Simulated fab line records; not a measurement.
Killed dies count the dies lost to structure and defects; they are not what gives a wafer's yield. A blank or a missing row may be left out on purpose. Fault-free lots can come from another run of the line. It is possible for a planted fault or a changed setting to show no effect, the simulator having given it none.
The tool behind it: which one?	flow sky130	Sampling: 24 lots, 72 wafers, 5 of 708 route steps

## WHAT THE GAUGES READ, wafer by wafer
SKY_CONTACT_RS_MEAS_25: uses a four-point probe to measure.
lot	measured	on	CONTACT_W_RS (ohm/sq)
L074	day 31 18:23	film metro-02	0.342 0.338 0.339
L075	day 31 20:59	film metro-02	0.340 0.340 0.343
L077	day 32 13:21	film metro-02	0.338 0.346 0.340
L076	day 32 14:19	film metro-03	0.347 0.340 0.340
L078	day 32 18:22	film metro-02	0.335 0.346 0.341
L079	day 33 05:16	film metro-02	0.349 0.333 0.334
L080	day 34 15:34	film metro-01	0.338 0.333 0.338
L082	day 34 16:35	film metro-03	0.343 0.345 0.339
L081	day 34 17:52	film metro-02	0.342 0.340 0.340
L083	day 34 19:49	film metro-01	0.344 0.346 0.340
L084	day 34 23:46	film metro-03	0.344 0.347 0.344
L085	day 35 02:34	film metro-02	0.337 0.340 0.342
L086	day 35 12:11	film metro-03	0.335 0.338 0.347
L087	day 35 22:00	film metro-03	0.338 0.338 0.336
L088	day 36 04:39	film metro-02	0.339 0.342 0.340
L089	day 36 06:01	film metro-03	0.332 0.334 0.333
L090	day 36 14:27	film metro-01	0.336 0.343 0.338
L091	day 36 20:10	film metro-01	0.342 0.336 0.332
L092	day 37 10:55	film metro-01	0.332 0.339 0.343
L093	day 37 14:41	film metro-03	0.343 0.337 0.340
L094	day 37 18:24	film metro-03	0.333 0.341 0.332
L095	day 38 03:10	film metro-02	0.341 0.333 0.339
L096	day 38 10:29	film metro-01	0.340 0.338 0.337
L097	day 38 16:11	film metro-02	0.335 0.338 0.339

SKY_METAL3_OVL_MEAS_14.
lot	measured	on	METAL3_OVL (nm)
L074	day 38 13:29	overlay-02	7 11 2
L075	day 38 18:32	overlay-01	-3 -4 -4
L077	day 39 07:52	overlay-02	9 4 4
L076	day 39 10:23	overlay-01	-5 -4 -1
L078	day 39 12:48	overlay-02	8 0 3
L079	day 40 00:35	overlay-02	-1 -7 1
L080	day 41 05:41	overlay-01	2 6 10
L082	day 41 07:01	overlay-01	8 8 8
L081	day 41 08:29	overlay-01	-2 5 -2
L083	day 41 10:58	overlay-02	-4 -4 -3
L084	day 41 13:46	overlay-02	-2 -2 -5
L085	day 41 16:19	overlay-01	4 6 1
L086	day 42 02:08	overlay-01	4 4 4
L087	day 42 11:53	overlay-02	-3 2 5
L088	day 42 17:36	overlay-02	-2 0 1
L089	day 42 18:35	overlay-02	-4 -1 -6
L090	day 43 00:39	overlay-01	8 1 -1
L091	day 43 06:53	overlay-02	-8 -8 -12
L092	day 43 18:26	overlay-02	5 5 6
L093	day 43 22:26	overlay-01	10 5 9
L094	day 44 02:15	overlay-01	8 0 2
L095	day 44 10:47	overlay-02	0 -6 -11
L096	day 44 15:45	overlay-02	2 -3 6
L097	day 44 20:14	overlay-02	-1 -5 -1

SKY_VIA3_BOW_MEAS_03.
lot	measured	on	VIA3_BOW (um)
L074	day 38 15:01	film metro-02	76 76 80
L075	day 38 20:04	film metro-01	68 67 67
L077	day 39 09:23	film metro-01	78 66 91
L076	day 39 11:54	film metro-02	67 71 71
L078	day 39 14:20	film metro-04	80 81 69
L079	day 40 02:04	film metro-04	85 93 84
L080	day 41 08:38	film metro-04	84 80 76
L082	day 41 08:32	film metro-02	75 75 75
L081	day 41 09:59	film metro-01	79 75 63
L083	day 41 12:27	film metro-01	77 91 88
L084	day 41 15:19	film metro-01	66 74 70
L085	day 41 17:49	film metro-04	73 73 65
L086	day 42 03:42	film metro-02	77 83 77
L087	day 42 13:24	film metro-02	75 82 84
L088	day 42 19:06	film metro-02	75 83 75
L089	day 42 20:07	film metro-02	69 67 71
L090	day 43 02:11	film metro-02	79 81 72
L091	day 43 08:23	film metro-01	41 61 61
L092	day 43 19:58	film metro-02	79 67 91
L093	day 44 00:07	film metro-02	90 88 89
L094	day 44 03:45	film metro-02	80 75 82
L095	day 44 12:17	film metro-04	89 90 78
L096	day 44 17:55	film metro-02	72 82 80
L097	day 44 22:14	film metro-01	91 78 89

## EACH LOT AND THE TOOL THAT RAN IT (in order: tool; ch and the chambers of the sampled wafers; start)
lot	SKY_SD_N_RTA_14	SKY_METAL3_METAL_ETCH_18
L074	rtp anneal-01 ch 0, day 28 01:47	rie metal-04 ch 0,1, day 38 13:41
L075	rtp anneal-02 ch 0, day 28 03:47	rie metal-02 ch 0,1, day 38 18:44
L077	rtp anneal-01 ch 0, day 28 21:13	rie metal-01 ch 0,1, day 39 08:05
L076	rtp anneal-02 ch 0, day 28 22:08	rie metal-01 ch 0,1, day 39 10:34
L078	rtp anneal-01 ch 0, day 29 01:51	rie metal-01 ch 0,1, day 39 12:59
L079	rtp anneal-02 ch 0, day 29 13:11	rie metal-04 ch 0,1, day 40 00:46
L080	rtp anneal-01 ch 0, day 31 02:05	rie metal-04 ch 0,1, day 41 05:53
L082	rtp anneal-02 ch 0, day 31 02:43	rie metal-02 ch 0,1, day 41 07:14
L081	rtp anneal-01 ch 0, day 31 03:26	rie metal-01 ch 0,1, day 41 08:41
L083	rtp anneal-02 ch 0, day 31 06:08	rie metal-02 ch 0,1, day 41 11:09
L084	rtp anneal-01 ch 0, day 31 09:15	rie metal-01 ch 0,1, day 41 13:59
L085	rtp anneal-02 ch 0, day 31 13:50	rie metal-02 ch 0,1, day 41 16:32
L086	rtp anneal-01 ch 0, day 31 23:23	rie metal-01 ch 0,1, day 42 02:19
L087	rtp anneal-02 ch 0, day 32 08:30	rie metal-02 ch 0,1, day 42 12:04
L088	rtp anneal-01 ch 0, day 32 15:44	rie metal-02 ch 0,1, day 42 17:47
L089	rtp anneal-02 ch 0, day 32 18:31	rie metal-01 ch 0,1, day 42 18:47
L090	rtp anneal-01 ch 0, day 33 02:40	rie metal-02 ch 0,1, day 43 00:50
L091	rtp anneal-02 ch 0, day 33 08:40	rie metal-01 ch 0,1, day 43 07:07
L092	rtp anneal-01 ch 0, day 34 01:20	rie metal-04 ch 0,1, day 43 18:38
L093	rtp anneal-02 ch 0, day 34 03:36	rie metal-01 ch 1, day 43 22:41
L094	rtp anneal-01 ch 0, day 34 06:50	rie metal-01 ch 0,1, day 44 02:26
L095	rtp anneal-02 ch 0, day 34 16:44	rie metal-02 ch 0,1, day 44 10:59
L096	rtp anneal-01 ch 0, day 35 00:12	rie metal-01 ch 0,1, day 44 15:56
L097	rtp anneal-02 ch 0, day 35 06:41	rie metal-01 ch 0,1, day 44 20:26
- SKY_SD_N_RTA_14: time 2 s.
- SKY_METAL3_METAL_ETCH_18: etches the open film in Cl2/BCl3, stops on SiO2, target depth 845 nm, time 183.1 s.

## WHAT THE TOOLS THEMSELVES READ (means of the sampled wafers that have a number; where no wafer has one, the mark that the record gives instead)
SKY_SD_N_RTA_14.
lot	tool	lamp power pct (%)	wafer_temp_C_max
L074	rtp anneal-01	15.78	1078.6
L075	rtp anneal-02	15.72	1077.2
L077	rtp anneal-01	15.74	1077.8
L076	rtp anneal-02	15.71	1078.6
L078	rtp anneal-01	15.71	1079.3
L079	rtp anneal-02	15.79	1078.8
L080	rtp anneal-01	15.71	1078.7
L082	rtp anneal-02	15.77	1078.4
L081	rtp anneal-01	15.73	1078.3
L083	rtp anneal-02	15.69	1076.1
L084	rtp anneal-01	15.72	1078.8
L085	rtp anneal-02	15.70	1077.8
L086	rtp anneal-01	15.76	1077.3
L087	rtp anneal-02	15.75	1077.6
L088	rtp anneal-01	15.73	1078.5
L089	rtp anneal-02	15.76	1078.1
L090	rtp anneal-01	15.73	1079.8
L091	rtp anneal-02	15.70	1078.7
L092	rtp anneal-01	15.71	1079.0
L093	rtp anneal-02	15.74	1077.8
L094	rtp anneal-01	15.73	1079.0
L095	rtp anneal-02	15.76	1078.6
L096	rtp anneal-01	15.77	1077.3
L097	rtp anneal-02	15.77	1079.7

SKY_METAL3_METAL_ETCH_18.
lot	tool	bias w (W)	drypump motor current A (A)	oes product au (a.u.)	throttle valve pct (%)
L074	rie metal-04	48.50	5.3	0.859	22.268
L075	rie metal-02	48.53	6.3	0.867	22.262
L077	rie metal-01	48.63	5.8	0.871	22.266
L076	rie metal-01	48.58	6.1	0.869	22.258
L078	rie metal-01	48.50	5.8	0.862	22.262
L079	rie metal-04	48.60	5.5	0.866	22.267
L080	rie metal-04	48.53	5.3	0.863	22.269
L082	rie metal-02	48.41	6.4	0.860	22.263
L081	rie metal-01	48.68	5.8	0.865	22.265
L083	rie metal-02	48.53	6.4	0.867	22.262
L084	rie metal-01	48.66	6.1	0.870	22.261
L085	rie metal-02	48.42	6.5	0.861	22.254
L086	rie metal-01	48.58	5.8	0.863	22.264
L087	rie metal-02	48.41	6.4	0.861	22.271
L088	rie metal-02	48.62	6.5	0.868	22.260
L089	rie metal-01	48.58	5.7	0.858	22.268
L090	rie metal-02	48.50	6.4	0.873	22.270
L091	rie metal-01	48.55	6.1	0.867	22.269
L092	rie metal-04	48.67	5.3	0.863	22.263
L093	rie metal-01	48.43	6.4	0.861	22.268
L094	rie metal-01	48.52	5.8	0.862	22.260
L095	rie metal-02	48.59	6.5	0.867	22.268
L096	rie metal-01	48.52	5.8	0.867	22.257
L097	rie metal-01	48.32	6.1	0.862	22.260

## THE ANSWER, worked out from the rows above alone
Rule: the usual values come from the lots themselves. Put in order of their means at a reading, lots are off if they are a third of the lots or fewer, leave a main group of 4 or more, and stand apart from it by a gap of 3 or more times the standard deviation of the main group's means; of several such gaps the widest counts. Not used: any main group whose means are identical at the precision the tables above print for the reading. A lot without any number at a reading at which 4 lots or more have one is off too. Any other lot the step has rows for is counted as sound. Order of review: gauges by route order, followed by the tools' own readings, for which a lot's mean as printed above is used. At the first step where some lot is off, the reading lying furthest off is the one used; lots without a number count as furthest.
None of the lots is off at any reading shown; this tells nothing.

## WHAT THE SIMULATOR HAD PUT IN
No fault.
